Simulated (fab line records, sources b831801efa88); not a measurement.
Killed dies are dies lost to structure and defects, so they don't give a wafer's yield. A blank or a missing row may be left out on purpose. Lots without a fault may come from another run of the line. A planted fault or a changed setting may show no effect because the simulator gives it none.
fab line records | flow sky130
record lots=5 wafers=15 last_day=51
route steps=708 shown VIA3@582 METAL4@598 CAP2M@603
lots that met no fault: from a run of the same line without faults
start_h: hours from the record's first day to the start of the lot's first wafer shown | wait_h: hours since the lot's step before | " the same as in the row above | L1.1+2: a row that stands for several wafers | - no value, or no start given | * or withheld: withheld | < > ~ a bound
route shown NAME@n: a module of which the file shows steps, and the number in the route of the first | usual: mean/standard deviation of fault-free wafers | same: alike in all rows | chamber/n: place in a boat | sites: the reading at each site | _std_site: their standard deviation | _edge_site: outer sites' mean less inner sites' | radius_mm: how far each site lies from the wafer's centre | mask NAME#n: copy n | behind: the tool/chamber that last shaped the wafer | hold: why the lot was held/for how many hours/how that ended | device: the transistor (n, p or np) that didn't switch | end of line: the same wafers' tests at the end of the route | a step without rows: its recipe alone | killed: dies lost to structure and defects at the first sort, not the wafer's yield | map: a wafer's dies, x killed, . not, _ none there
set.NAME: the setting as run; set.NAME@STEP: as run at that earlier step | model.NAME: the simulator's own value behind a step, which no gauge read
lots at some steps of the route; a table a step, a row a wafer
services: from which hour (start_h, from the record's first day; less than 0 if before it) a tool's chamber was out of use, for how many hours, and why
## steps
# step SKY_VIA3_EXPOSE_09
# recipe mask_id=VIM3 na=0.8 source_shape=annular sigma_inner=0.55 sigma_outer=0.85 target_cd_nm=200 dose_mj=38
# usual stage_vel_mm_s=499.98/0.24
# columns lot.wafer tool chamber start_h wait_h mask stage_vel_mm_s
L074.2 krf_scanner-02 0 - - VIM3#0 499.94
L074.4 " 0 " " VIM3#0 499.71
L074.5 " 0 " " VIM3#0 499.81
L077.2 krf_scanner-02 0 - - VIM3#0 499.62
L077.3 " 0 " " VIM3#0 499.81
L077.5 " 0 " " VIM3#0 499.95
L083.1 krf_scanner-02 0 - - VIM3#0 499.68
L083.2 " 0 " " VIM3#0 499.73
L083.3 " 0 " " VIM3#0 499.65
L091.1 krf_scanner-02 0 - - VIM3#0 500.05
L091.5 " 0 " " VIM3#0 499.64
L091.6 " 0 " " VIM3#0 500.03
L094.2 krf_scanner-01 0 - - VIM3#0 500.09
L094.4 " 0 " " VIM3#0 500.12
L094.5 " 0 " " VIM3#0 500.14
# step SKY_VIA3_PEB_10
# recipe peb_temp_c=withheld peb_time_s=withheld resist=KrF-thick
# columns lot.wafer tool chamber start_h wait_h
L074.2+4+5 litho_track-01 0 - -
L077.2+3+5 litho_track-04 0 - -
L083.1+2+3 litho_track-04 0 - -
L091.1+5+6 litho_track-04 0 - -
L094.2+4+5 litho_track-01 0 - -
# step SKY_VIA3_DEVELOP_11
# recipe develop_time_s=60 resist=KrF-thick dev_temp_c=21
# same develop_time_s=60
# columns lot.wafer tool chamber start_h wait_h
L074.2+4+5 litho_track-01 0 - -
L077.2+3+5 litho_track-04 0 - -
L083.1+2+3 litho_track-04 0 - -
L091.1+5+6 litho_track-04 0 - -
L094.2+4+5 litho_track-01 0 - -
# step SKY_VIA3_CD_MEAS_12
# recipe target_cd_nm=200
# usual cd_nm=200.4/1.4
# columns lot.wafer tool chamber start_h wait_h cd_nm
L074.2 cd_sem-01 - 964.52 - 201.2
L074.4 " - " " 201.2
L074.5 " - " " 199.8
L077.2 cd_sem-02 - 983.30 - 201.4
L077.3 " - " " 200.4
L077.5 " - " " 201.0
L083.1 cd_sem-01 - 1032.88 - 201.7
L083.2 " - " " 201.1
L083.3 " - " " 201.8
L091.1 cd_sem-02 - 1088.93 - 203.8
L091.5 " - " " 202.1
L091.6 " - " " 201.9
L094.2 cd_sem-01 - 1095.02 - 199.0
L094.4 " - " " 197.4
L094.5 " - " " 197.7
# step SKY_VIA3_OVL_MEAS_13
# usual VIA3_OVL=0/5
# columns lot.wafer tool chamber start_h wait_h VIA3_OVL[nm]
L074.2 overlay-02 - 964.62 0.1 1
L074.4 " - " " 2
L074.5 " - " " 1
L077.2 overlay-02 - 983.41 0.1 4
L077.3 " - " " 9
L077.5 " - " " 4
L083.1 overlay-01 - 1033.00 0.1 4
L083.2 " - " " 6
L083.3 " - " " 3
L091.1 overlay-01 - 1089.05 0.1 -5
L091.5 " - " " -10
L091.6 " - " " -14
L094.2 overlay-01 - 1095.12 0.1 6
L094.4 " - " " 0
L094.5 " - " " 0
# step SKY_VIA3_ETCH_14
# recipe chemistry=N2/H2 target=BARC ion_energy_ev=200 source_w=500 bias_w=100 pressure_mtorr=30 n2_flow_sccm=100 h2_flow_sccm=200 stop_on=SiO2 time_s=45.9 target_depth_a=600
# usual chamber_pressure_mTorr=29.998/0.027 drypump_motor_current_A=5.9/0.55 oes_product_au=0.855/0.0044 throttle_valve_pct=13.225/0.0088
# columns lot.wafer tool chamber start_h wait_h chamber_pressure_mTorr drypump_motor_current_A oes_product_au rf_hours_counter_h throttle_valve_pct
L074.2 rie_diel-04 3 964.65 0.0 30.032 5.0 0.850 4 13.241
L074.4 " 2 " " 30.027 6.5 0.852 17 13.229
L074.5 " 1 " " 29.958 6.5 0.852 - 13.218
L077.2 rie_diel-04 2 983.44 0.0 29.992 6.5 0.856 17 13.240
L077.3 " 0 " " 29.957 6.7 0.863 20 13.217
L077.5 " 0 " " 29.970 6.7 0.848 - 13.240
L083.1 rie_diel-04 2 1033.04 0.0 30.021 6.5 0.862 18 13.214
L083.2 " 1 " " 29.996 6.5 0.859 9 13.218
L083.3 " 3 " " 29.998 5.0 0.853 5 13.211
L091.1 rie_diel-01 0 1089.09 0.0 29.953 5.8 0.862 19 13.219
L091.5 " 3 " " 30.041 6.3 0.851 - 13.220
L091.6 " 2 " " 29.997 6.2 0.855 - 13.220
L094.2 rie_diel-02 0 1095.15 0.0 30.010 5.3 0.852 18 13.218
L094.4 " 2 " " 29.981 6.4 0.863 16 13.206
L094.5 " 1 " " 30.030 5.6 0.861 - 13.217
# step SKY_VIA3_ETCH_15
# recipe target=SiO2 chemistry=C4F8/O2/Ar target_depth_nm=507 stop_on=TiN mask_material=KrF-thick source_w=1500 bias_w=1200 pressure_mtorr=40 c4f8_flow_sccm=withheld O2_flow_sccm=6 Ar_flow_sccm=300 time_s=78
# usual chamber_pressure_mTorr=40.00/0.03 oes_product_au=0.946/0.0048
# columns lot.wafer tool chamber start_h wait_h chamber_pressure_mTorr oes_product_au rf_hours_counter_h
L074.2 rie_diel-04 3 964.69 0.0 39.95 0.951 4
L074.4 " 2 " " 40.01 0.949 17
L074.5 " 1 " " 39.99 0.939 -
L077.2 rie_diel-04 2 983.48 0.0 39.97 0.939 18
L077.3 " 0 " " 39.99 0.937 20
L077.5 " 0 " " 40.00 0.950 -
L083.1 rie_diel-04 2 1033.08 0.0 39.95 0.952 18
L083.2 " 1 " " 40.03 0.946 9
L083.3 " 3 " " 40.06 0.946 5
L091.1 rie_diel-01 0 1089.13 0.0 40.00 0.943 19
L091.5 " 3 " " 40.01 0.948 -
L091.6 " 2 " " 39.98 0.944 -
L094.2 rie_diel-02 0 1095.19 0.0 39.96 0.944 18
L094.4 " 2 " " 40.00 0.942 16
L094.5 " 1 " " 40.00 0.945 -
# step SKY_VIA3_STRIP_16
# recipe chemistry=O2/N2 power_w=1400 pressure_mtorr=1500 platen_temp_c=withheld o2_flow_sccm=3000 n2_flow_sccm=300 overash_fraction=0.5
# usual chamber_pressure_mTorr=1500.1/1.4 drypump_motor_current_A=5.9/0.54 oes_product_au=0.401/0.005 strip_time_to_endpoint_s=4.128/0.029
# columns lot.wafer tool chamber start_h wait_h chamber_pressure_mTorr drypump_motor_current_A oes_product_au rf_hours_counter_h strip_time_to_endpoint_s
L074.2 plasma_asher-01 0 964.75 0.0 1502.1 5.4 0.402 56 4.159
L074.4 " 1 " " 1497.8 6.2 0.405 - 4.120
L074.5 " 1 " " 1500.2 6.2 0.400 - 4.149
L077.2 plasma_asher-01 1 983.54 0.0 1498.7 6.2 0.404 58 4.149
L077.3 " 0 " " 1500.9 5.4 0.399 - 4.098
L077.5 " 0 " " 1501.1 5.4 0.399 - 4.128
L083.1 plasma_asher-04 1 1033.14 0.0 1499.2 6.5 0.393 120 4.118
L083.2 " 0 " " 1500.5 5.9 0.408 120 4.155
L083.3 " 1 " " 1499.6 6.5 0.399 - 4.135
L091.1 plasma_asher-01 1 1089.19 0.0 1500.8 6.2 0.394 69 4.122
L091.5 " 1 " " 1498.3 6.2 0.406 - 4.153
L091.6 " 0 " " 1499.9 5.4 0.393 - 4.124
L094.2 plasma_asher-02 0 1095.25 0.0 1502.7 6.2 0.398 25 4.100
L094.4 " 1 " " 1502.2 4.7 0.401 - 4.141
L094.5 " 1 " " 1502.4 4.7 0.403 - 4.137
# step SKY_VIA3_STRIP_17
# recipe chemistry=post_etch_residue_remover time_s=1200 temp_c=72.5
# usual bath_heat_duty_pct=15.2/1.4 temp_c=72.50/0.12
# columns lot.wafer tool chamber start_h wait_h bath_heat_duty_pct temp_c
L074.2 wet_bench-01 3 964.85 0.1 17.1 72.41
L074.4 " 3 " " 16.4 72.50
L074.5 " 3 " " 16.9 72.39
L077.2 wet_bench-04 3 983.64 0.1 15.0 72.49
L077.3 " 3 " " 15.8 72.35
L077.5 " 3 " " 13.9 72.44
L083.1 wet_bench-01 3 1033.24 0.1 17.0 72.52
L083.2 " 3 " " 15.7 72.40
L083.3 " 3 " " 16.6 72.42
L091.1 wet_bench-03 2 1089.29 0.1 16.2 72.43
L091.5 " 2 " " 15.8 72.54
L091.6 " 2 " " 14.4 72.64
L094.2 wet_bench-01 0 1095.37 0.1 14.2 72.60
L094.4 " 0 " " 14.6 72.69
L094.5 " 0 " " 15.5 72.66
# step SKY_VIA3_CLEAN_18
# recipe chemistry=IPA time_s=180 temp_c=25
# usual bath_heat_duty_pct=6.5/0.63 temp_c=24.98/0.11
# columns lot.wafer tool chamber start_h wait_h bath_heat_duty_pct temp_c
L074.2 wet_bench-04 2 965.23 0.0 5.9 24.96
L074.4 " 2 " " 6.1 25.04
L074.5 " 2 " " 6.2 25.02
L077.2 wet_bench-01 3 983.98 0.0 7.8 24.81
L077.3 " 3 " " 7.5 24.85
L077.5 " 3 " " 8.3 24.83
L083.1 wet_bench-03 2 1033.58 0.0 7.1 25.03
L083.2 " 2 " " 6.9 25.09
L083.3 " 2 " " 6.8 24.96
L091.1 wet_bench-01 2 1089.63 0.0 6.8 25.05
L091.5 " 2 " " 6.8 25.02
L091.6 " 2 " " 7.2 24.91
L094.2 wet_bench-04 2 1095.71 0.0 4.8 24.98
L094.4 " 2 " " 5.6 25.12
L094.5 " 2 " " 7.0 25.09
# step SKY_VIA3_CLEAN_19
# recipe chemistry=O3/DIW dry=n2_spin
# columns lot.wafer tool chamber start_h wait_h
L074.2+4+5 wet_bench-03 3 965.28 0.0
L077.2+3+5 wet_bench-03 0 984.04 0.0
L083.1+2+3 wet_bench-01 2 1033.65 0.0
L091.1+5+6 wet_bench-03 3 1089.69 0.0
L094.2+4+5 wet_bench-01 3 1095.85 0.0
# step SKY_VIA3_SPUTTER_20
# recipe material=TiN target_thk_nm=20 chamber_pressure_pa=5 power_w=4000 time_s=80
# usual cathode_dc_power_W=4000.0/0.74 throttle_valve_pct=29.4/0.87
# columns lot.wafer tool chamber start_h wait_h cathode_dc_power_W throttle_valve_pct
L074.2 pvd_sputter-04 - 965.38 0.0 3999.6 29.6
L074.4 " - " " 3999.4 30.0
L074.5 " - " " 3999.0 30.7
L077.2 pvd_sputter-03 - 984.14 0.0 3999.2 27.7
L077.3 " - " " 4001.2 28.1
L077.5 " - " " 3999.9 29.7
L083.1 pvd_sputter-04 - 1033.75 0.0 3999.8 29.7
L083.2 " - " " 3999.1 29.8
L083.3 " - " " 4000.7 28.8
L091.1 pvd_sputter-03 - 1089.78 0.0 3999.9 30.1
L091.5 " - " " 3998.1 29.8
L091.6 " - " " 4001.1 27.8
L094.2 pvd_sputter-02 - 1095.94 0.0 4000.5 28.3
L094.4 " - " " 3999.6 29.5
L094.5 " - " " 4001.5 29.7
# step SKY_VIA3_CVD_21
# recipe material=W target_thk_nm=390 time_s=117.31 temp_c=400 pressure_torr=40
# usual heater_power_w=898/90
# columns lot.wafer tool chamber start_h wait_h heater_power_w
L074.2 cvd_w-01 1 965.44 0.0 885
L074.4 " 1 " " 902
L074.5 " 1 " " 906
L077.2 cvd_w-01 0 984.24 0.1 995
L077.3 " 0 " " 997
L077.5 " 0 " " 985
L083.1 cvd_w-01 1 1033.81 0.0 889
L083.2 " 0 " " 1005
L083.3 " 1 " " 917
L091.1 cvd_w-02 1 1089.84 0.0 882
L091.5 " 1 " " 919
L091.6 " 1 " " 935
L094.2 cvd_w-01 0 1096.00 0.0 1008
L094.4 " 1 " " 899
L094.5 " 1 " " 908
# step SKY_VIA3_RS_MEAS_22
# recipe thk_meas_gauge=four-point-probe reads=W_of_VIA3_CVD_21+TiN_of_VIA3_SPUTTER_20
# usual VIA3_W_RS=0.2933/0.0027
# columns lot.wafer tool chamber start_h wait_h VIA3_W_RS[ohm/sq]
L074.2 film_metro-02 - 965.58 0.1 0.3004
L074.4 " - " " 0.2964
L074.5 " - " " 0.2979
L077.2 film_metro-01 - 984.47 0.2 0.2952
L077.3 " - " " 0.2927
L077.5 " - " " 0.2966
L083.1 film_metro-03 - 1033.93 0.1 0.2934
L083.2 " - " " 0.2945
L083.3 " - " " 0.2928
L091.1 film_metro-01 - 1090.09 0.2 0.2907
L091.5 " - " " 0.2948
L091.6 " - " " 0.2951
L094.2 film_metro-01 - 1096.14 0.1 0.2958
L094.4 " - " " 0.2950
L094.5 " - " " 0.2935
# step SKY_VIA3_THK_MEAS_23
# recipe thk_meas_gauge=xrf reads=W_of_VIA3_CVD_21
# usual VIA3_W_THK=404/5.8
# columns lot.wafer tool chamber start_h wait_h VIA3_W_THK[nm]
L074.2 film_metro-02 - 965.69 0.1 391
L074.4 " - " " 398
L074.5 " - " " 397
L077.2 film_metro-01 - 984.58 0.1 403
L077.3 " - " " 406
L077.5 " - " " 404
L083.1 film_metro-03 - 1034.05 0.1 395
L083.2 " - " " 396
L083.3 " - " " 398
L091.1 film_metro-01 - 1090.21 0.1 413
L091.5 " - " " 407
L091.6 " - " " 407
L094.2 film_metro-01 - 1096.25 0.1 405
L094.4 " - " " 410
L094.5 " - " " 412
# step SKY_VIA3_CMP_24
# recipe stop_on=SiO2 t_overpolish_s=20 down_force_psi=3.5 platen_rpm=60 target_thk_nm=0 pad_velocity_m_s=0.94248
# usual motor_current_A=11.3/1.2 overpolish_run_s=20.000/0.0082 time_to_endpoint_s=95/4.1
# columns lot.wafer tool chamber start_h wait_h motor_current_A overpolish_run_s time_to_endpoint_s
L074.4 cmp-02 3 966.01 0.3 12.0 19.987 95
L074.2 " 0 " " 11.3 19.991 85
L074.5 " 3 " " 13.5 19.991 92
L077.3 cmp-01 0 984.63 0.0 10.7 19.999 91
L077.2 " 1 " " 10.6 19.993 96
L077.5 " 0 " " 10.6 19.986 91
L083.2 cmp-01 3 1034.11 0.0 9.6 20.008 96
L083.3 " 1 " " 10.8 19.984 97
L083.1 " 2 " " 10.4 20.021 99
L091.1 cmp-01 3 1090.41 0.2 10.4 20.002 100
L091.5 " 2 " " 10.9 20.000 100
L091.6 " 3 " " 10.2 20.006 98
L094.2 cmp-01 0 1096.30 0.0 10.5 20.013 90
L094.4 " 3 " " 10.2 20.000 99
L094.5 " 1 " " 10.7 20.015 97
# step SKY_METAL4_SPUTTER_00
# recipe material=Ti target_thk_nm=15 power_w=3000 time_s=10 chamber_pressure_pa=0.4
# usual cathode_dc_power_W=2999.9/0.57 throttle_valve_pct=30.2/1.2
# columns lot.wafer tool chamber start_h wait_h cathode_dc_power_W throttle_valve_pct
L074.2 pvd_sputter-02 - 966.31 0.2 3000.3 29.9
L074.4 " - " " 3000.5 28.4
L074.5 " - " " 2998.9 29.7
L077.2 pvd_sputter-02 - 984.93 0.2 2999.8 28.5
L077.3 " - " " 3001.1 30.0
L077.5 " - " " 3000.3 29.7
L083.1 pvd_sputter-02 - 1034.41 0.1 2999.7 28.6
L083.2 " - " " 2999.3 30.0
L083.3 " - " " 3000.0 30.2
L091.1 pvd_sputter-03 - 1090.66 0.2 2999.1 28.1
L091.5 " - " " 3000.5 30.0
L091.6 " - " " 3000.4 30.0
L094.2 pvd_sputter-03 - 1096.60 0.2 2999.4 30.0
L094.4 " - " " 2999.7 28.0
L094.5 " - " " 2999.1 29.9
# step SKY_METAL4_SPUTTER_01
# recipe material=TiN target_thk_nm=20 power_w=6500 time_s=16.7 chamber_pressure_pa=0.4
# usual cathode_dc_power_W=6500.1/1.3 throttle_valve_pct=30.2/1.2
# columns lot.wafer tool chamber start_h wait_h cathode_dc_power_W throttle_valve_pct
L074.2 pvd_sputter-02 - 966.33 0.0 6500.6 29.6
L074.4 " - " " 6500.1 28.6
L074.5 " - " " 6499.5 29.8
L077.2 pvd_sputter-02 - 984.95 0.0 6500.1 28.7
L077.3 " - " " 6500.3 30.1
L077.5 " - " " 6498.6 29.7
L083.1 pvd_sputter-02 - 1034.43 0.0 6502.8 28.9
L083.2 " - " " 6499.6 30.0
L083.3 " - " " 6500.9 30.6
L091.1 pvd_sputter-03 - 1090.68 0.0 6499.8 28.2
L091.5 " - " " 6498.7 29.7
L091.6 " - " " 6501.6 30.2
L094.2 pvd_sputter-03 - 1096.62 0.0 6500.8 30.2
L094.4 " - " " 6498.7 28.1
L094.5 " - " " 6501.1 29.9
# step SKY_METAL4_SPUTTER_02
# recipe material=AlCu target_thk_nm=735 power_w=10600 time_s=39.1 chamber_pressure_pa=0.4
# usual cathode_dc_power_W=10600/2 throttle_valve_pct=30.2/1.2
# columns lot.wafer tool chamber start_h wait_h cathode_dc_power_W throttle_valve_pct
L074.2 pvd_sputter-02 - 966.36 0.0 10599 29.9
L074.4 " - " " 10603 28.6
L074.5 " - " " 10601 29.8
L077.2 pvd_sputter-02 - 984.98 0.0 10599 28.3
L077.3 " - " " 10601 30.0
L077.5 " - " " 10600 29.8
L083.1 pvd_sputter-02 - 1034.46 0.0 10600 28.3
L083.2 " - " " 10597 29.6
L083.3 " - " " 10599 30.6
L091.1 pvd_sputter-03 - 1090.71 0.0 10597 28.1
L091.5 " - " " 10601 29.5
L091.6 " - " " 10602 30.0
L094.2 pvd_sputter-03 - 1096.65 0.0 10599 30.2
L094.4 " - " " 10601 28.2
L094.5 " - " " 10600 29.8
# step SKY_METAL4_SPUTTER_03
# recipe material=Ti target_thk_nm=5 power_w=3000 time_s=3.3 chamber_pressure_pa=0.4
# usual cathode_dc_power_W=3000.0/0.56 throttle_valve_pct=30.2/1.2
# columns lot.wafer tool chamber start_h wait_h cathode_dc_power_W throttle_valve_pct
L074.2 pvd_sputter-02 - 966.39 0.0 3000.1 30.0
L074.4 " - " " 3001.1 28.6
L074.5 " - " " 3000.4 30.0
L077.2 pvd_sputter-02 - 985.02 0.0 2999.9 28.5
L077.3 " - " " 2999.4 30.0
L077.5 " - " " 2999.2 29.8
L083.1 pvd_sputter-02 - 1034.50 0.0 2998.8 28.5
L083.2 " - " " 3000.4 29.9
L083.3 " - " " 2999.6 30.5
L091.1 pvd_sputter-03 - 1090.74 0.0 3000.5 27.9
L091.5 " - " " 3000.1 29.7
L091.6 " - " " 2999.6 30.2
L094.2 pvd_sputter-03 - 1096.69 0.0 3000.3 30.0
L094.4 " - " " 3000.1 27.9
L094.5 " - " " 2999.8 29.7
# step SKY_METAL4_SPUTTER_04
# recipe material=TiN target_thk_nm=70 power_w=6500 time_s=58.3 chamber_pressure_pa=0.4
# usual cathode_dc_power_W=6500.1/1.1 throttle_valve_pct=30.2/1.2
# columns lot.wafer tool chamber start_h wait_h cathode_dc_power_W throttle_valve_pct
L074.2 pvd_sputter-02 - 966.41 0.0 6499.5 29.8
L074.4 " - " " 6499.9 28.3
L074.5 " - " " 6499.9 29.9
L077.2 pvd_sputter-02 - 985.03 0.0 6499.6 28.6
L077.3 " - " " 6500.0 30.1
L077.5 " - " " 6500.0 29.9
L083.1 pvd_sputter-02 - 1034.51 0.0 6500.5 28.7
L083.2 " - " " 6499.5 29.7
L083.3 " - " " 6499.4 30.2
L091.1 pvd_sputter-03 - 1090.76 0.0 6500.2 28.0
L091.5 " - " " 6500.1 29.8
L091.6 " - " " 6499.6 30.2
L094.2 pvd_sputter-03 - 1096.71 0.0 6502.4 30.2
L094.4 " - " " 6500.2 27.9
L094.5 " - " " 6501.6 30.0
# step SKY_CAP2M_CVD_00
# recipe material=SiO2 target_thk_nm=15.5 temp_c=400 time_s=withheld rf_w=450
# usual heater_power_w=646/100
# columns lot.wafer tool chamber start_h wait_h heater_power_w
L074.2 pecvd-02 1 966.46 0.0 565
L074.4 " 1 " " 575
L074.5 " 1 " " 593
L077.2 pecvd-04 2 985.08 0.0 635
L077.3 " 0 " " 704
L077.5 " 1 " " 699
L083.1 pecvd-01 1 1034.56 0.0 698
L083.2 " 2 " " 817
L083.3 " 2 " " 818
L091.1 pecvd-04 0 1090.81 0.0 640
L091.5 " 0 " " 659
L091.6 " 2 " " 642
L094.2 pecvd-04 0 1096.76 0.0 703
L094.4 " 2 " " 608
L094.5 " 1 " " 613
# step SKY_CAP2M_THK_MEAS_01
# recipe reads=SiO2_of_CAP2M_CVD_00
# usual CAP2M_CVD_00_THK=15.60/0.24
# columns lot.wafer tool chamber start_h wait_h CAP2M_CVD_00_THK[nm]
L074.2 film_metro-04 - 966.50 - 15.23
L074.4 " - " " 15.76
L074.5 " - " " 15.63
L077.2 film_metro-02 - 985.11 - 15.34
L077.3 " - " " 15.47
L077.5 " - " " 15.71
L083.1 film_metro-02 - 1034.60 - 15.46
L083.2 " - " " 15.40
L083.3 " - " " 15.41
L091.1 film_metro-02 - 1090.83 - 15.60
L091.5 " - " " 15.88
L091.6 " - " " 15.79
L094.2 film_metro-03 - 1096.79 - 15.46
L094.4 " - " " 15.74
L094.5 " - " " 15.86
# step SKY_CAP2M_SPUTTER_02
# recipe material=TiN target_thk_nm=200 temp_c=300 power_w=6500 time_s=166.7 chamber_pressure_pa=0.4
# usual cathode_dc_power_W=6500.1/1.2 throttle_valve_pct=29.8/1
# columns lot.wafer tool chamber start_h wait_h cathode_dc_power_W throttle_valve_pct
L074.2 pvd_sputter-04 - 966.55 0.0 6497.9 28.5
L074.4 " - " " 6499.9 29.9
L074.5 " - " " 6500.6 30.4
L077.2 pvd_sputter-04 - 985.16 0.0 6499.4 29.6
L077.3 " - " " 6500.2 30.5
L077.5 " - " " 6501.3 29.7
L083.1 pvd_sputter-01 - 1034.66 0.1 6499.8 31.0
L083.2 " - " " 6501.3 31.1
L083.3 " - " " 6501.3 31.4
L091.1 pvd_sputter-04 - 1090.89 0.1 6500.5 28.7
L091.5 " - " " 6501.3 29.7
L091.6 " - " " 6499.2 28.6
L094.2 pvd_sputter-01 - 1096.84 0.0 6497.6 31.0
L094.4 " - " " 6499.5 31.6
L094.5 " - " " 6502.2 31.2
# step SKY_CAP2M_RS_MEAS_03
# recipe thk_meas_gauge=four-point-probe reads=TiN_of_CAP2M_SPUTTER_02
# usual CAP2M_TIN_RS=6.91/0.08
# columns lot.wafer tool chamber start_h wait_h CAP2M_TIN_RS[ohm/sq]
L074.2 film_metro-02 - 966.68 0.1 6.94
L074.4 " - " " 7.00
L074.5 " - " " 6.94
L077.2 film_metro-04 - 985.29 0.1 6.88
L077.3 " - " " 6.89
L077.5 " - " " 6.94
L083.1 film_metro-03 - 1034.77 0.1 6.90
L083.2 " - " " 6.93
L083.3 " - " " 6.84
L091.1 film_metro-04 - 1091.00 0.1 6.74
L091.5 " - " " 6.80
L091.6 " - " " 6.73
L094.2 film_metro-03 - 1096.97 0.1 6.92
L094.4 " - " " 6.81
L094.5 " - " " 6.93
# step SKY_CAP2M_THK_MEAS_04
# recipe thk_meas_gauge=xrf reads=TiN_of_CAP2M_SPUTTER_02
# usual CAP2M_TIN_THK=199.3/2.4
# columns lot.wafer tool chamber start_h wait_h CAP2M_TIN_THK[nm]
L074.2 film_metro-02 - 966.79 0.1 199.5
L074.4 " - " " 197.4
L074.5 " - " " 198.9
L077.2 film_metro-04 - 985.40 0.1 199.4
L077.3 " - " " 198.9
L077.5 " - " " 197.9
L083.1 film_metro-03 - 1034.89 0.1 198.6
L083.2 " - " " 198.5
L083.3 " - " " 201.7
L091.1 film_metro-04 - 1091.12 0.1 203.6
L091.5 " - " " 201.8
L091.6 " - " " 203.8
L094.2 film_metro-03 - 1097.08 0.1 198.7
L094.4 " - " " 201.0
L094.5 " - " " 197.7
# step SKY_CAP2M_DEHYDRATE_05
# recipe temp_c=200 time_s=60
# columns lot.wafer tool chamber start_h wait_h
L074.2+4+5 litho_track-02 0 978.08 11.3
L077.2+3+5 litho_track-03 0 996.69 11.3
L083.1+2+3 litho_track-02 0 1045.80 10.9
L091.1+5+6 litho_track-02 0 1100.50 9.4
L094.2+4+5 litho_track-03 0 1106.74 9.7
# step SKY_CAP2M_HMDS_06
# recipe prime_time_s=60 prime_temp_c=120
# usual prime_temp_c=119.99/0.13
# columns lot.wafer tool chamber start_h wait_h prime_temp_c
L074.2 litho_track-02 0 978.23 0.1 119.86
L074.4 " 0 " " 119.86
L074.5 " 0 " " 120.04
L077.2 litho_track-03 0 996.84 0.1 119.97
L077.3 " 0 " " 119.84
L077.5 " 0 " " 119.97
L083.1 litho_track-02 0 1045.95 0.1 120.00
L083.2 " 0 " " 120.09
L083.3 " 0 " " 119.93
L091.1 litho_track-02 0 1100.65 0.1 120.18
L091.5 " 0 " " 119.90
L091.6 " 0 " " 120.15
L094.2 litho_track-03 0 1106.89 0.1 120.01
L094.4 " 0 " " 120.15
L094.5 " 0 " " 120.09
# step SKY_CAP2M_COAT_07
# recipe resist=NOVOLAK spin_rpm=3000 resist_thk_nm=1140
# columns lot.wafer tool chamber start_h wait_h
L074.2+4+5 litho_track-02 0 978.38 0.1
L077.2+3+5 litho_track-03 0 996.99 0.1
L083.1+2+3 litho_track-02 0 1046.10 0.1
L091.1+5+6 litho_track-02 0 1100.80 0.1
L094.2+4+5 litho_track-03 0 1107.04 0.1
# step SKY_CAP2M_SOFTBAKE_08
# recipe temp_c=90 time_s=60 resist=NOVOLAK
# columns lot.wafer tool chamber start_h wait_h
L074.2+4+5 litho_track-02 0 978.53 0.1
L077.2+3+5 litho_track-03 0 997.14 0.1
L083.1+2+3 litho_track-02 0 1046.25 0.1
L091.1+5+6 litho_track-02 0 1100.95 0.1
L094.2+4+5 litho_track-03 0 1107.19 0.1
# step SKY_CAP2M_EXPOSE_09
# recipe mask_id=CAP2M na=0.6 source_shape=conventional sigma_outer=0.6 polarization=unpolarized target_cd_nm=1000 dose_mj=159
# usual stage_vel_mm_s=500.01/0.29
# columns lot.wafer tool chamber start_h wait_h mask stage_vel_mm_s
L074.2 iline_stepper-02 0 - - CAP2M#0 499.84
L074.4 " 0 " " CAP2M#0 499.84
L074.5 " 0 " " CAP2M#0 499.97
L077.2 iline_stepper-01 0 - - CAP2M#0 499.68
L077.3 " 0 " " CAP2M#0 500.02
L077.5 " 0 " " CAP2M#0 500.05
L083.1 iline_stepper-01 0 - - CAP2M#0 499.66
L083.2 " 0 " " CAP2M#0 500.12
L083.3 " 0 " " CAP2M#0 499.32
L091.1 iline_stepper-01 0 - - CAP2M#0 500.00
L091.5 " 0 " " CAP2M#0 499.99
L091.6 " 0 " " CAP2M#0 499.88
L094.2 iline_stepper-02 0 - - CAP2M#0 500.12
L094.4 " 0 " " CAP2M#0 500.56
L094.5 " 0 " " CAP2M#0 500.16
# step SKY_CAP2M_PEB_10
# recipe temp_c=withheld time_s=* resist=NOVOLAK
# columns lot.wafer tool chamber start_h wait_h
L074.2+4+5 litho_track-01 0 - -
L077.2+3+5 litho_track-01 0 - -
L083.1+2+3 litho_track-03 0 - -
L091.1+5+6 litho_track-01 0 - -
L094.2+4+5 litho_track-03 0 - -
# step SKY_CAP2M_DEVELOP_11
# recipe resist=NOVOLAK developer=TMAH develop_time_s=60 dev_temp_c=23
# same develop_time_s=60
# columns lot.wafer tool chamber start_h wait_h
L074.2+4+5 litho_track-01 0 990.67 0.1
L077.2+3+5 litho_track-01 0 1008.72 0.1
L083.1+2+3 litho_track-03 0 1057.22 0.1
L091.1+5+6 litho_track-01 0 1111.75 0.1
L094.2+4+5 litho_track-03 0 1117.39 0.1
# step SKY_CAP2M_OVL_MEAS_12
# usual CAP2M_OVL=1.2/1.2
# columns lot.wafer tool chamber start_h wait_h CAP2M_OVL[nm]
L074.2 overlay-01 - 990.80 0.1 1.3
L074.4 " - " " -0.4
L074.5 " - " " 0.5
L077.2 overlay-01 - 1008.85 0.1 1.9
L077.3 " - " " 0.9
L077.5 " - " " 1.9
L083.1 overlay-02 - 1057.37 0.1 -0.3
L083.2 " - " " 0.5
L083.3 " - " " 0.4
L091.1 overlay-01 - 1111.90 0.1 1.5
L091.5 " - " " 1.0
L091.6 " - " " 1.0
L094.2 overlay-02 - 1117.52 0.1 0.2
L094.4 " - " " 0.2
L094.5 " - " " 0.7
## services
# columns tool chamber start_h hours kind
iline_stepper-02 - 929.58 5.4 repair
pvd_sputter-02 - 937.82 1.3 repair
cmp-01 - 941.23 4.9 pm
plasma_asher-01 - 949.62 14.6 pm
cmp-01 - 963.10 5.9 pm
krf_scanner-02 - 969.46 0.3 repair
pvd_sputter-02 - 970.14 3.6 repair
pecvd-04 1 970.64 4.3 repair
cmp-01 - 975.45 0.4 repair
cvd_w-01 1 980.40 10.8 repair
cvd_w-01 - 986.69 6.9 pm
rie_diel-04 - 995.91 28.1 pm
krf_scanner-02 - 1004.27 0.8 pm
krf_scanner-02 - 1015.52 1.0 pm
pvd_sputter-03 - 1019.54 3.4 repair
krf_scanner-02 - 1023.66 3.6 pm
iline_stepper-01 - 1034.07 1.7 pm
pecvd-04 - 1054.63 2.8 pm
krf_scanner-02 - 1077.89 4.4 pm
krf_scanner-02 - 1085.04 1.3 pm
wet_bench-03 - 1086.65 2.0 repair
cmp-01 - 1105.78 2.1 repair
rie_diel-04 1 1106.86 2.0 repair
rie_diel-04 3 1111.77 3.2 repair
## key
fault none
